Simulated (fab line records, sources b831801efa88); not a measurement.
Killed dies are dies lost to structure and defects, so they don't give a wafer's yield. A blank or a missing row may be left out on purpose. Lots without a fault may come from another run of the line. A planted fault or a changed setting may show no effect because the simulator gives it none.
fab line records | flow sky130
record lots=11 wafers=33 last_day=50
route steps=708 shown NWELL@81 POLY_GATE@228 LDD_N@241 LDD_P@266 LOCAL_INTERCONNECT@399 PAD_OPEN@708
lots that met no fault: from a run of the same line without faults
start_h: hours from the record's first day to the start of the lot's first wafer shown | wait_h: hours since the lot's step before | " the same as in the row above | L1.1+2: a row that stands for several wafers | - no value, or no start given | * or withheld: withheld | < > ~ a bound
route shown NAME@n: a module of which the file shows steps, and the number in the route of the first | usual: mean/standard deviation of fault-free wafers | same: alike in all rows | chamber/n: place in a boat | sites: the reading at each site | _std_site: their standard deviation | _edge_site: outer sites' mean less inner sites' | radius_mm: how far each site lies from the wafer's centre | mask NAME#n: copy n | behind: the tool/chamber that last shaped the wafer | hold: why the lot was held/for how many hours/how that ended | device: the transistor (n, p or np) that didn't switch | end of line: the same wafers' tests at the end of the route | a step without rows: its recipe alone | killed: dies lost to structure and defects at the first sort, not the wafer's yield | map: a wafer's dies, x killed, . not, _ none there
set.NAME: the setting as run; set.NAME@STEP: as run at that earlier step | model.NAME: the simulator's own value behind a step, which no gauge read
steps of the route over a sample of lots; a table a step, a row a wafer
services: from which hour (start_h, from the record's first day; less than 0 if before it) a tool's chamber was out of use, for how many hours, and why
## steps
# step SKY_NWELL_RTA_28
# recipe temp_c=1050 time_s=30 idle_temp_c=650 ramp_up_c_per_s=150 ramp_down_c_per_s=90 ambient=N2
# usual lamp_power_pct=25.30/0.054 ramp_down_c_per_s=90.001/0.017 ramp_up_c_per_s=150.00/0.029 wafer_temp_C_max=1054.8/0.9
# columns lot.wafer tool chamber start_h wait_h lamp_power_pct ramp_down_c_per_s ramp_up_c_per_s wafer_temp_C_max
L516.4 rtp_anneal-02 0 100.84 0.1 25.21 89.986 149.96 1053.8
L516.5 " 0 " " 25.25 89.999 150.01 1055.3
L516.6 " 0 " " 25.29 90.003 149.97 1054.4
L517.2 rtp_anneal-02 0 107.52 0.0 25.29 90.009 149.96 1053.9
L517.5 " 0 " " 25.29 90.019 149.96 1055.2
L517.6 " 0 " " 25.28 90.021 150.01 1057.3
L520.1 rtp_anneal-02 0 128.74 0.0 25.33 89.986 150.04 1055.0
L520.3 " 0 " " 25.41 90.011 149.97 1054.9
L520.5 " 0 " " 25.30 89.998 150.00 1052.7
L523.2 rtp_anneal-01 0 145.15 0.0 25.29 89.996 149.99 1054.2
L523.4 " 0 " " 25.40 90.025 149.97 1055.3
L523.6 " 0 " " 25.26 90.035 149.98 1055.1
L524.1 rtp_anneal-02 0 153.82 0.0 25.31 89.979 150.00 1053.6
L524.5 " 0 " " 25.24 89.986 150.00 1055.9
L524.6 " 0 " " 25.28 90.023 150.01 1058.5
L532.1 rtp_anneal-02 0 199.36 0.0 25.27 89.978 150.02 1055.2
L532.2 " 0 " " 25.32 89.982 150.02 1054.1
L532.3 " 0 " " 25.33 90.020 149.97 1054.6
L533.2 rtp_anneal-01 0 207.15 0.0 25.32 90.005 150.00 1054.4
L533.4 " 0 " " 25.25 90.025 149.98 1056.0
L533.5 " 0 " " 25.28 90.001 149.98 1055.5
L534.3 rtp_anneal-02 0 215.37 0.0 25.35 89.999 150.01 1054.2
L534.4 " 0 " " 25.33 90.023 149.98 1053.7
L534.5 " 0 " " 25.23 90.057 149.99 1053.9
L535.1 rtp_anneal-01 0 223.96 0.0 25.26 90.002 149.96 1053.5
L535.2 " 0 " " 25.35 89.983 150.03 1055.7
L535.5 " 0 " " 25.34 89.991 149.97 1054.9
L537.1 rtp_anneal-01 0 229.78 0.0 25.25 89.984 150.00 1054.1
L537.2 " 0 " " 25.27 90.030 150.02 1053.7
L537.4 " 0 " " 25.35 90.002 150.04 1053.8
L539.2 rtp_anneal-01 0 242.70 0.0 25.30 89.968 149.92 1055.4
L539.3 " 0 " " 25.19 89.989 149.99 1056.4
L539.5 " 0 " " 25.32 90.005 150.02 1053.6
# step SKY_POLY_GATE_OVL_MEAS_14
# usual POLY_GATE_OVL=1/5.3
# columns lot.wafer tool chamber start_h wait_h POLY_GATE_OVL[nm]
L516.4 overlay-01 - 361.70 0.1 -4
L516.5 " - " " -3
L516.6 " - " " 1
L517.2 overlay-01 - 370.66 0.1 8
L517.5 " - " " 8
L517.6 " - " " 4
L520.1 overlay-02 - 400.59 0.1 3
L520.3 " - " " 0
L520.5 " - " " -2
L523.2 overlay-01 - 421.34 0.1 -5
L523.4 " - " " -4
L523.6 " - " " -1
L524.1 overlay-01 - 443.31 0.1 8
L524.5 " - " " -2
L524.6 " - " " 1
L532.1 overlay-01 - 507.13 0.1 5
L532.2 " - " " 4
L532.3 " - " " 5
L533.2 overlay-02 - 516.29 0.1 -2
L533.4 " - " " 3
L533.5 " - " " 2
L534.3 overlay-01 - 526.09 0.1 0
L534.4 " - " " 1
L534.5 " - " " -2
L535.1 overlay-02 - 542.18 0.1 -6
L535.2 " - " " -3
L535.5 " - " " 1
L537.1 overlay-01 - 551.33 0.1 -10
L537.2 " - " " -5
L537.4 " - " " -9
L539.2 overlay-02 - 563.74 0.1 3
L539.3 " - " " 2
L539.5 " - " " 4
# step SKY_LDD_N_EXPOSE_04
# recipe mask_id=NTM target_cd_nm=840 na=0.6 source_shape=conventional sigma_outer=0.6 dose_mj=110
# columns lot.wafer tool chamber start_h wait_h mask
L516.4+5+6 iline_stepper-02 0 377.57 - NTM#0
L517.2+5+6 iline_stepper-01 0 389.18 - NTM#0
L520.1+3+5 iline_stepper-02 0 417.51 - NTM#0
L523.2+4+6 iline_stepper-01 0 440.13 - NTM#0
L524.1+5+6 iline_stepper-01 0 461.99 - PSDM#0
L532.1+2+3 iline_stepper-01 0 523.86 - NTM#0
L533.2+4+5 iline_stepper-01 0 534.20 - NTM#0
L534.3+4+5 iline_stepper-02 0 543.70 - NTM#0
L535.1+2+5 iline_stepper-01 0 562.80 - NTM#0
L537.1+2+4 iline_stepper-02 0 571.28 - NTM#0
L539.2+3+5 iline_stepper-01 0 580.65 - NTM#0
# step SKY_LDD_N_OVL_MEAS_07
# usual LDD_N_OVL=-1.4/1.2
# columns lot.wafer tool chamber start_h wait_h LDD_N_OVL[nm]
L516.4 overlay-01 - 391.33 0.1 0.3
L516.5 " - " " -0.1
L516.6 " - " " -2.0
L517.2 overlay-01 - 403.92 0.1 -4.1
L517.5 " - " " -4.3
L517.6 " - " " -3.2
L520.1 overlay-01 - 432.81 0.1 0.0
L520.3 " - " " -1.4
L520.5 " - " " -0.7
L523.2 overlay-02 - 455.54 0.1 -3.4
L523.4 " - " " -3.0
L523.6 " - " " -2.3
L524.1 overlay-02 - 476.72 0.1 -
L524.5 " - " " -
L524.6 " - " " -
L532.1 overlay-02 - 538.31 0.1 -0.9
L532.2 " - " " -3.1
L532.3 " - " " -1.5
L533.2 overlay-01 - 549.32 0.1 -1.4
L533.4 " - " " -0.8
L533.5 " - " " -3.1
L534.3 overlay-02 - 557.48 0.1 -1.6
L534.4 " - " " -1.5
L534.5 " - " " -2.0
L535.1 overlay-01 - 577.76 0.1 -0.7
L535.2 " - " " 0.1
L535.5 " - " " -0.8
L537.1 overlay-01 - 586.06 0.1 -1.0
L537.2 " - " " -1.8
L537.4 " - " " -0.2
L539.2 overlay-01 - 594.94 0.1 -1.8
L539.3 " - " " -3.0
L539.5 " - " " -3.1
# step SKY_LDD_N_TW_MEAS_17
# usual LDD_N_TW=2591/26
# columns lot.wafer tool chamber start_h wait_h LDD_N_TW
L516.4 film_metro-01 - 392.68 0.1 2622
L516.5 " - " " 2609
L516.6 " - " " 2610
L517.2 film_metro-04 - 405.26 0.1 2570
L517.5 " - " " 2575
L517.6 " - " " 2580
L520.1 film_metro-01 - 434.15 0.1 2636
L520.3 " - " " 2641
L520.5 " - " " 2633
L523.2 film_metro-03 - 456.88 0.1 2582
L523.4 " - " " 2583
L523.6 " - " " 2581
L524.1 film_metro-03 - 478.05 0.1 30
L524.5 " - " " 30
L524.6 " - " " 30
L532.1 film_metro-01 - 539.65 0.1 2625
L532.2 " - " " 2622
L532.3 " - " " 2629
L533.2 film_metro-04 - 550.66 0.1 2602
L533.4 " - " " 2594
L533.5 " - " " 2593
L534.3 film_metro-01 - 558.82 0.1 2632
L534.4 " - " " 2638
L534.5 " - " " 2638
L535.1 film_metro-03 - 579.10 0.1 2549
L535.2 " - " " 2554
L535.5 " - " " 2561
L537.1 film_metro-03 - 587.40 0.1 2549
L537.2 " - " " 2550
L537.4 " - " " 2549
L539.2 film_metro-03 - 596.28 0.1 2546
L539.3 " - " " 2570
L539.5 " - " " 2546
# step SKY_LDD_P_TW_MEAS_11
# usual LDD_P_TW=633/4.4
# columns lot.wafer tool chamber start_h wait_h LDD_P_TW
L516.4 film_metro-02 - 422.67 0.1 627
L516.5 " - " " 626
L516.6 " - " " 624
L517.2 film_metro-03 - 435.80 0.1 636
L517.5 " - " " 633
L517.6 " - " " 632
L520.1 film_metro-02 - 465.67 0.1 634
L520.3 " - " " 630
L520.5 " - " " 629
L523.2 film_metro-03 - 488.15 0.1 633
L523.4 " - " " 632
L523.6 " - " " 641
L524.1 film_metro-04 - 509.22 0.1 2584
L524.5 " - " " 2588
L524.6 " - " " 2604
L532.1 film_metro-03 - 569.57 0.1 633
L532.2 " - " " 628
L532.3 " - " " 634
L533.2 film_metro-04 - 580.75 0.1 632
L533.4 " - " " 634
L533.5 " - " " 633
L534.3 film_metro-02 - 588.31 0.1 632
L534.4 " - " " 633
L534.5 " - " " 629
L535.1 film_metro-03 - 607.89 0.1 630
L535.2 " - " " 631
L535.5 " - " " 632
L537.1 film_metro-03 - 616.74 0.1 631
L537.2 " - " " 629
L537.4 " - " " 635
L539.2 film_metro-04 - 625.10 0.1 637
L539.3 " - " " 635
L539.5 " - " " 635
# step SKY_LOCAL_INTERCONNECT_OVL_MEAS_12
# usual LOCAL_INTERCONNECT_OVL=3/5.6
# columns lot.wafer tool chamber start_h wait_h LOCAL_INTERCONNECT_OVL[nm]
L516.4 overlay-01 - 701.67 0.1 5
L516.5 " - " " 10
L516.6 " - " " 1
L517.2 overlay-01 - 709.16 0.1 -3
L517.5 " - " " 1
L517.6 " - " " 2
L520.1 overlay-02 - 734.35 0.1 -2
L520.3 " - " " 3
L520.5 " - " " 1
L523.2 overlay-02 - 758.41 0.1 -2
L523.4 " - " " 3
L523.6 " - " " 2
L524.1 overlay-01 - 775.51 0.1 5
L524.5 " - " " 4
L524.6 " - " " 6
L532.1 overlay-01 - 830.68 0.1 -3
L532.2 " - " " 8
L532.3 " - " " 1
L533.2 overlay-02 - 841.01 0.1 6
L533.4 " - " " 9
L533.5 " - " " 10
L534.3 overlay-01 - 849.12 0.1 -3
L534.4 " - " " 7
L534.5 " - " " -3
L535.1 overlay-02 - 866.28 0.1 7
L535.2 " - " " -5
L535.5 " - " " 6
L537.1 overlay-01 - 872.91 0.1 0
L537.2 " - " " 9
L537.4 " - " " 7
L539.2 overlay-01 - 880.51 0.1 8
L539.3 " - " " 4
L539.5 " - " " 5
# step SKY_PAD_OPEN_PROBE_99
# usual killed_at_M0_to_M3=42/6.6 killed_at_M4_up=3.1/1.9 killed_at_contacts=25/5.7 killed_at_front_end=16/5 killed_at_other=0.2/0.38 killed_dies=86/9.6 killed_on_rim=16/4 killed_open=47/7.2 killed_short=39/6.2
# same gross_dies=492 killed_at_back_side=0
# columns lot.wafer tool chamber start_h wait_h killed_at_M0_to_M3 killed_at_M4_up killed_at_contacts killed_at_front_end killed_at_other killed_dies killed_on_rim killed_open killed_short
L524.1 prober-01 - 1128.58 0.1 39 0 25 428 0 492 96 48 27
L524.5 prober-01 - 1128.78 0.2 46 3 23 420 0 492 96 48 38
L524.6 prober-01 - 1128.83 0.2 45 2 27 417 1 492 96 45 41
# killed by level:class
L524.1 LDD_N:area_expose=417 LI_CONTACT:geometric_particle:open=10 VIA1:geometric_particle:open=8 VIA3:geometric_particle:open=7 METAL1:geometric_particle:short=6 VIA2:geometric_particle:open=6 LI_CONTACT:geometric_particle:short=5 CONTACT:geometric_particle:open=5
L524.5 LDD_N:area_expose=406 VIA3:geometric_particle:open=10 METAL1:geometric_particle:short=10 LI_CONTACT:geometric_particle:open=9 VIA2:geometric_particle:open=6 CONTACT:geometric_particle:short=6 CONTACT:geometric_particle:open=6 METAL2:geometric_particle:short=6
L524.6 LDD_N:area_expose=406 LI_CONTACT:geometric_particle:open=11 VIA1:geometric_particle:open=10 METAL1:geometric_particle:short=10 METAL2:geometric_particle:short=7 LI_CONTACT:geometric_particle:short=6 CONTACT:geometric_particle:open=6 FIELD_ISO:geometric_particle:short=5
## services
# columns tool chamber start_h hours kind
iline_stepper-02 - 88.57 1.7 pm
rtp_anneal-01 - 106.91 6.2 pm
iline_stepper-01 - 260.04 6.1 repair
iline_stepper-01 - 274.63 1.7 pm
iline_stepper-02 - 306.75 1.7 pm
iline_stepper-02 - 353.97 2.1 pm
iline_stepper-02 - 356.05 - consumable_replace:lamp
rtp_anneal-02 - 356.35 1.0 pm
iline_stepper-02 - 433.87 1.3 repair
iline_stepper-01 - 475.63 13.6 repair
iline_stepper-01 - 492.81 1.7 pm
iline_stepper-01 - 514.87 0.6 repair
iline_stepper-02 - 523.66 4.4 pm
iline_stepper-02 - 528.10 1.7 pm
rtp_anneal-02 - 548.33 3.6 pm
iline_stepper-02 - 569.77 1.3 repair
iline_stepper-01 - 576.54 2.6 repair
## key
first_sign step=SKY_LDD_N_EXPOSE_04 reading=mask direction=changed
effect step=SKY_LDD_N_OVL_MEAS_07 reading=LDD_N_OVL direction=missing
effect step=SKY_LDD_N_TW_MEAS_17 reading=LDD_N_TW direction=down sigmas=98 usual=2591 struck=30
effect step=SKY_LDD_P_TW_MEAS_11 reading=LDD_P_TW direction=up sigmas=99+ usual=633 struck=2592
effect step=SKY_PAD_OPEN_PROBE_99 reading=killed_at_front_end direction=up sigmas=81 usual=16 struck=422
more_kills_born_at SKY_LDD_N_EXPOSE_04@iline_stepper-01=1229
met_at SKY_LDD_N_EXPOSE_04
struck_lots L524
tester_left_out L524
not_acting_at SKY_NWELL_RTA_28,SKY_POLY_GATE_OVL_MEAS_14,SKY_LOCAL_INTERCONNECT_OVL_MEAS_12
onset_between 440.13 461.99
fault kind=wrong_mask tool=any chamber=- onset_h=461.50 steps=SKY_LDD_N_EXPOSE_04 aux_copy=PSDM#0 scope=struck_lots_only
# tester_left_out: of these lots the tester's yield and bins aren't shown, on N5 and GAA mostly nor the transistor test; their killed dies are dies lost to structure and defects alone, not to doping, threshold or leakage, so they don't give the yield
